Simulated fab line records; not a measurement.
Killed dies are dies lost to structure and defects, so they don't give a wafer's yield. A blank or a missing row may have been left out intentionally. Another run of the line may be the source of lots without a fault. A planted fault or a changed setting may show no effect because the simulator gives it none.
fab line records | flow sky130
[record] lots = 10 wafers = 29 last-day = 50
route steps=708 shown SD_N@353 LI_CONTACT@364 METAL2@484 CAPM@539
lots with no fault: from the same line, run without faults
start-h: hours from the record's first day to the start of the lot's first wafer shown | wait-h: how many hours have passed since the lot's step before this one | " as in the row above | L1.1+2: a single row standing in for several wafers | - no value present, or no start provided | * or withheld: withheld | < > ~ a bound
route shown NAME@n: a module of which the file shows steps, and the number in the route of the first | usual: average and standard deviation across the fault-free wafers | same: alike in all rows | chamber/n: place in a boat | sites: the reading at each site | _std_site: the values' standard deviation | _edge_site: the outer-site mean with the inner-site mean subtracted | radius-mm: for every site, how far away it sits from the centre of the wafer | mask NAME#n: copy n | behind: the most recent tool/chamber to have shaped the wafer | hold: why the lot went on hold/how many hours it stayed there/how the hold came to an end | device: the transistor (n, p or np) that didn't switch | end of line: the same wafers' tests at the end of the route | where a step has no rows: the recipe by itself | killed: dies lost to structure and defects at the first sort, not the wafer's yield | map: a wafer's dies, marking killed ones x, the rest . and places with no die _
set.NAME: setting as actually run; set.NAME@STEP: the setting as run at that earlier step | model.NAME: the simulator's own value behind a step, which no gauge read
route steps across a sampled set of lots; one table per step, one row per wafer
services: a tool's chamber out of use, with start hour (start-h, from the record's first day; less than 0 if before it), hours out, and reason
[[steps]]
[step SKY_SD_N_STRIP_11]
[recipe] chemistry = O2/N2 power-w = 1400 pressure-mtorr = 1500 platen-temp-c = withheld o2-flow-sccm = 3000 n2-flow-sccm = 300 overash-fraction = 0.5
[usual] drypump-motor-current-A = 5.55/0.19 oes-product-au = 0.527/0.0045 strip-time-to-endpoint-s = 22.56/0.045
// columns lot.wafer tool chamber start-h wait-h drypump-motor-current-A oes-product-au rf-hours-counter-h strip-time-to-endpoint-s
L219.1 plasma-asher-01 1 646.77 0.1 5.95 0.521 98 22.53
L219.4 " 0 " " 5.45 0.524 - 22.59
L219.6 " 1 " " 5.95 0.534 - 22.59
L221.3 plasma-asher-01 1 672.88 0.1 5.93 0.524 - 22.54
L221.4 " 0 " " 5.46 0.527 - 22.54
L221.5 " 1 " " 5.97 0.529 - 22.55
L223.2 plasma-asher-02 1 681.78 0.1 5.59 0.530 86 22.50
L223.3 " 1 " " 5.59 0.526 - 22.51
L223.4 " 0 " " 5.37 0.523 - 22.48
L226.2 plasma-asher-04 0 702.63 0.1 5.69 0.521 59 22.53
L226.4 " 0 " " 5.67 0.526 - 22.52
L226.6 " 0 " " 5.69 0.523 - 22.53
L228.2 plasma-asher-01 1 714.78 0.1 5.91 0.530 105 22.55
L228.4 " 1 " " 5.97 0.532 - 22.59
L228.5 " 1 " " 5.92 0.516 - 22.54
L229.1 plasma-asher-02 0 724.10 0.1 5.36 0.516 91 22.59
L229.2 " 1 " " 5.61 0.531 91 22.58
L229.4 " 1 " " 5.60 0.528 - 22.59
L230.3 plasma-asher-04 1 732.68 0.1 5.42 0.526 - 22.56
L230.4 " 0 " " 5.69 0.532 - 22.60
L230.5 " 1 " " 5.43 0.524 - 22.63
L236.3 plasma-asher-04 1 780.96 0.1 5.44 0.527 - 22.58
L236.4 " 0 " " 5.68 0.526 - 22.59
L236.6 " 1 " " 5.41 0.532 - 22.54
L237.2 plasma-asher-04 0 786.43 0.1 5.66 0.521 67 22.57
L237.4 " 1 " " 5.41 0.523 - 22.57
L242.2 plasma-asher-01 1 824.83 0.1 5.93 0.532 8 22.66
L242.4 " 1 " " 5.92 0.529 - 22.65
L242.5 " 0 " " 5.48 0.526 - 22.61
[step SKY_LI_CONTACT_CMP_02]
[recipe] material = PSG down-force-psi = 4 platen-rpm = 60 pad-velocity-m-s = 0.94248
[usual] motor-current-A = 12.5/1.5 time-to-endpoint-s = 34/3
// columns lot.wafer tool chamber start-h wait-h motor-current-A time-to-endpoint-s
L219.1 cmp-01 1 647.75 0.1 11.9 37
L219.4 " 3 " " 11.4 40
L219.6 " 1 " " 12.0 37
L221.4 cmp-02 0 673.77 0.0 13.8 36
L221.3 " 1 " " 11.7 36
L221.5 " 0 " " 13.3 34
L223.4 cmp-01 3 682.75 0.1 10.6 38
L223.3 " 0 " " 12.1 36
L223.2 " 1 " " 11.9 40
L226.4 cmp-02 0 703.66 0.1 14.0 34
L226.2 " 1 " " 12.0 30
L226.6 " 3 " " 15.4 30
L228.4 cmp-01 3 715.70 0.0 11.0 32
L228.2 " 1 " " 12.1 35
L228.5 " 0 " " 12.4 32
L229.4 cmp-01 1 725.07 0.0 11.9 37
L229.2 " 2 " " 10.8 34
L229.1 " 3 " " 11.4 35
L230.3 cmp-01 0 733.57 0.0 11.4 29
L230.4 " 1 " " 11.9 36
L230.5 " 1 " " 12.0 36
L236.4 cmp-01 2 781.85 0.0 10.5 35
L236.3 " 3 " " 10.8 39
L236.6 " 3 " " 10.8 39
L237.4 cmp-01 2 787.40 0.1 11.1 38
L237.2 " 3 " " 10.8 39
L242.4 cmp-02 0 825.85 0.1 12.9 31
L242.2 " 1 " " 11.1 34
L242.5 " 0 " " 12.4 33
[step SKY_METAL2_SPUTTER_01]
[recipe] material = TiN target-thk-nm = 20 power-w = 6500 time-s = 16.7 chamber-pressure-pa = 0.4
[usual] cathode-dc-power-W = 6500.0/1.2 throttle-valve-pct = 30.2/1.2
// columns lot.wafer tool chamber start-h wait-h cathode-dc-power-W throttle-valve-pct
L219.1 pvd-sputter-01 - 792.62 0.0 6501.6 31.4
L219.4 " - " " 6499.4 29.9
L219.6 " - " " 6498.1 31.1
L221.3 pvd-sputter-02 - 815.96 0.0 6499.3 28.7
L221.4 " - " " 6497.1 30.3
L221.5 " - " " 6500.2 31.2
L223.2 pvd-sputter-01 - 825.60 0.0 6501.5 32.2
L223.3 " - " " 6500.6 30.0
L223.4 " - " " 6500.0 30.1
L226.2 pvd-sputter-03 - 844.76 0.0 6501.4 30.0
L226.4 " - " " 6499.3 30.6
L226.6 " - " " 6499.7 30.6
L228.2 pvd-sputter-03 - 857.11 0.0 6498.2 28.6
L228.4 " - " " 6499.9 30.2
L228.5 " - " " 6499.8 30.6
L229.1 pvd-sputter-01 - 866.72 0.0 6500.9 30.8
L229.2 " - " " 6500.8 28.2
L229.4 " - " " 6499.9 32.6
L230.3 pvd-sputter-03 - 875.18 0.0 6500.0 30.0
L230.4 " - " " 6499.0 30.4
L230.5 " - " " 6500.4 28.4
L236.3 pvd-sputter-02 - 920.00 0.0 6501.3 29.0
L236.4 " - " " 6501.3 29.3
L236.6 " - " " 6497.3 31.1
L237.2 pvd-sputter-02 - 924.82 0.0 6498.4 30.6
L237.4 " - " " 6499.0 29.1
L242.2 pvd-sputter-01 - 960.74 0.0 6498.4 28.7
L242.4 " - " " 6500.2 29.9
L242.5 " - " " 6500.2 32.4
[step SKY_CAPM_SPUTTER_02]
[recipe] material = TiN target-thk-nm = 200 temp-c = 300 power-w = 6500 time-s = 166.7 chamber-pressure-pa = 0.4
[usual] cathode-dc-power-W = 6500.0/1 throttle-valve-pct = 29.9/0.99
// columns lot.wafer tool chamber start-h wait-h cathode-dc-power-W throttle-valve-pct
L219.1 pvd-sputter-02 - 848.30 0.1 6500.1 30.8
L219.4 " - " " 6500.2 30.5
L219.6 " - " " 6499.7 29.0
L221.3 pvd-sputter-03 - 871.27 0.1 6499.7 28.6
L221.4 " - " " 6502.5 30.0
L221.5 " - " " 6499.6 28.8
L223.2 pvd-sputter-03 - 879.74 0.0 6498.8 28.6
L223.3 " - " " 6498.5 30.6
L223.4 " - " " 6499.0 30.6
L226.2 pvd-sputter-03 - 898.96 0.0 6499.1 30.8
L226.4 " - " " 6499.4 29.9
L226.6 " - " " 6499.1 30.7
L228.2 pvd-sputter-02 - 910.99 0.0 6498.1 29.0
L228.4 " - " " 6501.6 30.4
L228.5 " - " " 6498.8 28.8
L229.1 pvd-sputter-03 - 920.98 0.1 6500.2 30.4
L229.2 " - " " 6501.0 28.8
L229.4 " - " " 6500.7 29.9
L230.3 pvd-sputter-03 - 929.50 0.0 6499.8 28.5
L230.4 " - " " 6499.5 30.5
L230.5 " - " " 6499.5 29.8
L236.3 pvd-sputter-02 - 972.66 0.0 6501.4 28.9
L236.4 " - " " 6499.3 29.1
L236.6 " - " " 6500.9 31.1
L237.2 pvd-sputter-03 - 976.88 0.0 6500.3 30.4
L237.4 " - " " 6498.6 30.5
L242.2 pvd-sputter-04 - 1011.90 0.0 6500.1 32.7
L242.4 " - " " 6500.8 29.8
L242.5 " - " " 6500.7 29.9
[step SKY_CAPM_RS_MEAS_03]
[recipe] thk-meas-gauge = four-point-probe reads = TiN_of_CAPM_SPUTTER_02
[usual] CAPM_TIN_RS = 6.93/0.075
// columns lot.wafer tool chamber start-h wait-h CAPM_TIN_RS[ohm/sq]
L219.1 film-metro-02 - 848.41 0.1 6.81
L219.4 " - " " 6.80
L219.6 " - " " 6.82
L221.3 film-metro-04 - 871.42 0.1 6.91
L221.4 " - " " 6.86
L221.5 " - " " 6.94
L223.2 film-metro-02 - 879.86 0.1 6.90
L223.3 " - " " 6.96
L223.4 " - " " 6.78
L226.2 film-metro-02 - 899.08 0.1 6.92
L226.4 " - " " 6.98
L226.6 " - " " 6.89
L228.2 film-metro-01 - 911.12 0.1 6.94
L228.4 " - " " 6.97
L228.5 " - " " 6.90
L229.1 film-metro-04 - 921.09 0.1 7.02
L229.2 " - " " 7.01
L229.4 " - " " 7.11
L230.3 film-metro-04 - 929.64 0.1 6.96
L230.4 " - " " 6.93
L230.5 " - " " 6.96
L236.3 film-metro-04 - 972.81 0.1 7.01
L236.4 " - " " 6.94
L236.6 " - " " 6.89
L237.2 film-metro-04 - 977.01 0.1 10.25
L237.4 " - " " 6.91
L242.2 film-metro-04 - 1012.03 0.1 6.89
L242.4 " - " " 6.81
L242.5 " - " " 6.86
[step SKY_CAPM_THK_MEAS_04]
[recipe] thk-meas-gauge = xrf reads = TiN_of_CAPM_SPUTTER_02
[usual] CAPM_TIN_THK = 199.1/2.4
// columns lot.wafer tool chamber start-h wait-h CAPM_TIN_THK[nm]
L219.1 film-metro-02 - 848.53 0.1 203.3
L219.4 " - " " 203.0
L219.6 " - " " 202.9
L221.3 film-metro-04 - 871.52 0.1 199.6
L221.4 " - " " 199.9
L221.5 " - " " 198.9
L223.2 film-metro-02 - 879.97 0.1 198.5
L223.3 " - " " 196.6
L223.4 " - " " 202.0
L226.2 film-metro-02 - 899.19 0.1 199.3
L226.4 " - " " 197.3
L226.6 " - " " 200.8
L228.2 film-metro-01 - 911.23 0.1 200.2
L228.4 " - " " 199.5
L228.5 " - " " 202.3
L229.1 film-metro-04 - 921.21 0.1 196.4
L229.2 " - " " 196.6
L229.4 " - " " 193.3
L230.3 film-metro-04 - 929.74 0.1 198.1
L230.4 " - " " 198.0
L230.5 " - " " 197.0
L236.3 film-metro-04 - 972.91 0.1 196.4
L236.4 " - " " 198.8
L236.6 " - " " 199.8
L237.2 film-metro-04 - 977.12 0.1 136.5
L237.4 " - " " 199.3
L242.2 film-metro-04 - 1012.14 0.1 199.5
L242.4 " - " " 202.1
L242.5 " - " " 200.0
[step SKY_CAPM_METAL_ETCH_13]
[recipe] target-depth-nm = 220 stop-on = SiO2 chemistry = Cl2/BCl3 target = TiN pressure-mtorr = 10 icp-w = 900 bias-w = 48.5 Cl2_flow_sccm = 60 bcl3-flow-sccm = 30 time-s = 62.9
[usual] drypump-motor-current-A = 5.6/0.36 mfc-cl2-sccm = 59.98/0.19 oes-product-au = 0.939/0.0077 throttle-valve-pct = 21.903/0.0088
// columns lot.wafer tool chamber start-h wait-h drypump-motor-current-A mfc-cl2-sccm oes-product-au rf-hours-counter-h throttle-valve-pct
L219.1 rie-metal-04 1 874.33 0.0 5.7 59.96 0.945 15 21.894
L219.4 " 0 " " 5.8 59.99 0.955 - 21.912
L219.6 " 1 " " 5.7 59.74 0.954 - 21.908
L221.3 rie-metal-03 0 897.08 0.0 5.0 59.89 0.948 - 21.884
L221.4 " 1 " " 6.1 59.92 0.939 - 21.897
L221.5 " 1 " " 6.1 59.69 0.937 - 21.898
L223.2 rie-metal-02 1 904.81 0.0 5.8 59.74 0.945 5 21.904
L223.3 " 0 " " 5.5 60.15 0.929 - 21.886
L223.4 " 1 " " 5.8 59.86 0.952 - 21.901
L226.2 rie-metal-02 1 924.36 0.0 5.8 59.94 0.949 6 21.899
L226.4 " 0 " " 5.4 60.11 0.935 - 21.904
L226.6 " 0 " " 5.5 60.06 0.940 - 21.905
L228.2 rie-metal-03 0 936.11 0.0 5.0 60.27 0.940 4 21.915
L228.4 " 1 " " 6.1 59.88 0.940 - 21.893
L228.5 " 0 " " 5.0 59.82 0.952 - 21.897
L229.1 rie-metal-02 1 945.93 0.0 5.7 60.04 0.933 7 21.901
L229.2 " 0 " " 5.5 59.81 0.937 5 21.905
L229.4 " 1 " " 5.8 60.10 0.924 - 21.912
L230.3 rie-metal-04 1 953.80 0.0 5.7 60.16 0.940 - 21.893
L230.4 " 0 " " 5.7 60.05 0.946 - 21.901
L230.5 " 1 " " 5.7 60.14 0.933 - 21.905
L236.3 rie-metal-02 1 996.34 0.0 5.8 59.94 0.936 - 21.902
L236.4 " 0 " " 5.5 60.02 0.945 - 21.916
L236.6 " 0 " " 5.5 60.11 0.952 - 21.904
L237.2 rie-metal-04 0 1000.25 0.0 5.7 60.02 0.754 - 22.011
L237.4 " 0 " " 5.7 60.16 0.942 - 21.915
L242.2 rie-metal-03 1 1034.28 0.0 6.1 59.94 0.938 24 21.896
L242.4 " 0 " " 5.0 59.96 0.950 - 21.899
L242.5 " 0 " " 5.0 60.03 0.945 - 21.890
[[services]]
// columns tool chamber start-h hours kind
plasma-asher-01 - 631.76 2.6 repair
pvd-sputter-02 - 632.23 5.4 repair
cmp-01 - 635.78 3.2 repair
pvd-sputter-03 - 636.62 1.8 repair
cmp-01 - 646.37 0.8 repair
plasma-asher-01 - 675.36 2.1 repair
cmp-01 - 706.94 3.7 repair
pvd-sputter-01 - 715.79 1.3 repair
plasma-asher-01 - 733.75 9.0 pm
rie-metal-02 - 737.98 5.1 repair
cmp-01 - 739.67 1.3 repair
cmp-01 - 744.00 4.0 pm
pvd-sputter-02 - 788.49 2.3 repair
pvd-sputter-02 - 825.97 2.5 repair
pvd-sputter-02 - 866.86 5.3 repair
pvd-sputter-03 - 880.05 2.3 repair
pvd-sputter-03 - 904.78 3.0 repair
pvd-sputter-03 - 944.10 1.9 repair
pvd-sputter-03 - 946.71 4.6 repair
cmp-01 - 966.31 6.5 pm
cmp-01 - 999.58 1.9 repair
cmp-01 - 1014.91 2.5 repair
pvd-sputter-02 - 1019.45 3.2 repair
cmp-01 - 1023.99 0.9 repair
[[key]]
[first-sign] step = SKY_CAPM_RS_MEAS_03 reading = CAPM_TIN_RS direction = up sigmas = 44 usual = 6.93 struck = 10.25
[effect] step = SKY_CAPM_THK_MEAS_04 reading = CAPM_TIN_THK direction = down sigmas = 27 usual = 199.1 struck = 136.5
[effect] step = SKY_CAPM_METAL_ETCH_13 reading = oes-product-au direction = down sigmas = 24 usual = 0.939 struck = 0.754
met-at SKY_CAPM_SPUTTER_02
struck-lots L237
struck-wafers L237.2
not-acting-at SKY_SD_N_STRIP_11,SKY_LI_CONTACT_CMP_02,SKY_METAL2_SPUTTER_01
onset-between 929.50 976.88
[fault] kind = process-parameter-drift tool = pvd-sputter-03 chamber = - onset-h = 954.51 steps = SKY_CAPM_SPUTTER_02 channel = target-thk-nm offset = -65.49 shape = step end-h = 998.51 scope = struck-wafers-only acts-in = these-recipes-only stated = 200
